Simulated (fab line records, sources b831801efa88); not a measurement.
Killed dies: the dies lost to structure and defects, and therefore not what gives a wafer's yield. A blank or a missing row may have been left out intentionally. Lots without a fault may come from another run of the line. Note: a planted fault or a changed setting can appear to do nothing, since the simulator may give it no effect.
The tool behind it: which one? | flow sky130 | Sampling: 11 lots, 33 wafers, 3 of 708 route steps

WHAT EACH GAUGE READ, for each wafer
SKY_SD_N_TW_MEAS_12.
lot  | measured     | on            | SD_N_TW
L195 | day 27 17:50 | film-metro-04 | 3994 4002 4012
L197 | day 28 14:58 | film-metro-04 | 4022 3988 4015
L199 | day 29 08:18 | film-metro-02 | 3963 3968 3957
L203 | day 32 00:23 | film-metro-04 | 3778 3765 3771 3784 3789 3774
L204 | day 32 00:40 | film-metro-02 | 3762 3768 3768 3768 3799 3774
L205 | day 32 09:55 | film-metro-02 | 3792 3796 3787 3788 3775 3778
L212 | day 33 15:53 | film-metro-03 | 4053 4024 4044
L214 | day 34 23:56 | film-metro-04 | 4011 4000 3985
L215 | day 35 01:01 | film-metro-02 | 4027 4014 4037
L216 | day 35 02:55 | film-metro-04 | 3983 3988 3994
L217 | day 35 05:57 | film-metro-03 | 4059 4051 4022

WHAT TOOL EACH LOT RAN ON (gives the tool, then ch and the chambers of the sampled wafers, and finally the start)
lot  | SKY_SD_N_IMPLANT_09             | SKY_SD_N_STRIP_11
L195 | implanter-03 ch 0, day 27 17:25 | plasma-asher-04 ch 0,1, day 27 17:43
L197 | implanter-03 ch 0, day 28 14:34 | plasma-asher-01 ch 0,1, day 28 14:52
L199 | implanter-03 ch 0, day 29 07:54 | plasma-asher-01 ch 0,1, day 29 08:12
L203 | implanter-03 ch 0, day 32 00:02 | plasma-asher-04 ch 0,1, day 32 00:17
L204 | implanter-03 ch 0, day 32 00:16 | plasma-asher-01 ch 0,1, day 32 00:34
L205 | implanter-03 ch 0, day 32 09:32 | plasma-asher-03 ch 0,1, day 32 09:49
L212 | implanter-01 ch 0, day 33 15:31 | plasma-asher-04 ch 0,1, day 33 15:47
L214 | implanter-01 ch 0, day 34 23:32 | plasma-asher-04 ch 0,1, day 34 23:50
L215 | implanter-01 ch 0, day 35 00:37 | plasma-asher-03 ch 0,1, day 35 00:55
L216 | implanter-01 ch 0, day 35 02:31 | plasma-asher-03 ch 0,1, day 35 02:49
L217 | implanter-03 ch 0, day 35 05:33 | plasma-asher-03 ch 0,1, day 35 05:51
- SKY_SD_N_IMPLANT_09
- SKY_SD_N_STRIP_11: strips in O2/N2.

THE ANSWER, worked out from the rows above alone
Rule: what is usual is taken from the lots themselves. The widest of any qualifying gaps counts: lots, ordered by their means at a reading, are off when they make up no more than a third of the lots, leave a main group of 4 or more, and stand apart from it by 3 or more times the standard deviation of that group's means. Not used: any main group whose means are identical at the precision the tables above print for the reading. Also off: a lot with no number at a reading for which 4 or more lots have one. The other lots that the step has rows for count as sound.
Off: L203, L204, L205, at SKY_SD_N_TW_MEAS_12 (SD_N_TW). For the main group the mean is 4009 and the standard deviation 26.
A tool fits if, at a process step before that reading, it ran every lot that is off, and no sound lot after the first of them. Those tools and the gauges at SKY_SD_N_TW_MEAS_12 are tried in the same way. Of those tried, none fits.

WHAT THE SIMULATOR HAD PUT IN
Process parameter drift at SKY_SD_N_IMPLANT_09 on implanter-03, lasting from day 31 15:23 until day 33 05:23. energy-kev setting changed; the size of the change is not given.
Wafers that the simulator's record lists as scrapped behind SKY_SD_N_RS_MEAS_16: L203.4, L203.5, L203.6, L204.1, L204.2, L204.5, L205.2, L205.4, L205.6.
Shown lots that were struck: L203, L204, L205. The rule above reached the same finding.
